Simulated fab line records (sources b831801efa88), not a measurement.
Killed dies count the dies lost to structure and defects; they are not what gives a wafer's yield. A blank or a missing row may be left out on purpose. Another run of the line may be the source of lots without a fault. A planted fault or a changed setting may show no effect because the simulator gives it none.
A single fault, viewed from 2 desks | flow gf180mcu | every desk sees just its own numbers, and what lay behind them comes last

== AT THE METROLOGY DESK ==
Lot by lot, what the gauges showed, no matter which tool ran the lot: averages of those sampled wafers that carry a number. If a lot's mean is further than 4 standard deviations from the usual mean, the lot is out of limits and carries the mark OUT (the distance appears in the brackets).
Columns: A = MVSD_OVL at GF_MVSD_OVL_MEAS_07, usual -0.8 nm; B = cd_nm at GF_V2_CD_MEAS_14, usual 259.8 nm
lot  | first seen here | A    | B
L517 | day 4 13:02     | -1.4 | 260.7
L518 | day 4 17:08     | 0.6  | 261.8
L519 | day 4 22:17     | -2.4 | 260.9
L521 | day 5 08:25     | -2.1 | 257.5
L522 | day 5 12:19     | -1.1 | 259.5
L523 | day 5 21:38     | -1.5 | 258.3
L525 | day 6 08:14     | -0.7 | 260.6
L526 | day 6 14:46     | 1.1  | 260.9
L528 | day 7 04:43     | 0.3  | 259.1
L530 | day 7 13:37     | -2.5 | 260.1
L535 | day 8 20:44     | -2.9 | 260.4
L538 | day 9 13:29     | -1.5 | 261.0
L539 | day 9 17:19     | 0.5  | 260.5
L540 | day 10 00:28    | -1.5 | 261.5
Result from this desk: across the 14 lots, nothing is out of limits.

== TOOL OWNER'S DESK, implanter-02 ==
The tool's own readings at GF_DNWELL_IMPLANT_07: means of the sampled wafers that have a number, for each lot that ran on this tool. If a lot's mean is further than 4 standard deviations from the usual mean, the lot is out of limits and carries the mark OUT (the distance appears in the brackets).
Columns: A = dose_ions_cm2 at GF_DNWELL_IMPLANT_07, usual 1e+13
lot  | first seen here | A
L517 | day 2 21:12     | 1e+13
L522 | day 3 20:29     | 1e+13
L525 | day 4 13:24     | 1e+13
L526 | day 4 19:08     | 1e+13
L528 | day 5 06:55     | 1e+13 (+29) OUT
L530 | day 5 15:22     | 1e+13 (+30) OUT
This desk's verdict: out of limits on L528, L530, starting with L528 at day 5 06:55 (dose_ions_cm2 at GF_DNWELL_IMPLANT_07). Within limits: L517, L522, L525, L526.

== TAKEN TOGETHER ==
At day 5 06:55, on L528, L530, the tool owner's desk was in a position to raise an alarm.
The metrology desk saw nothing out of limits.
The metrology desk has L528, L530 on record, within its limits.
All the named lots went through GF_DNWELL_IMPLANT_07 on implanter-02.

== WHAT THE SIMULATOR HAD PUT IN ==
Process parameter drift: implanter-02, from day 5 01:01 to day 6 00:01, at GF_DNWELL_IMPLANT_07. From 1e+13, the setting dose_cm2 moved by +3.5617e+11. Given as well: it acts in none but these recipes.
Struck lots among those shown: L528, L530.
How many hours passed from the start of the fault until each desk's first out-of-limits reading: the tool owner's desk, 6.
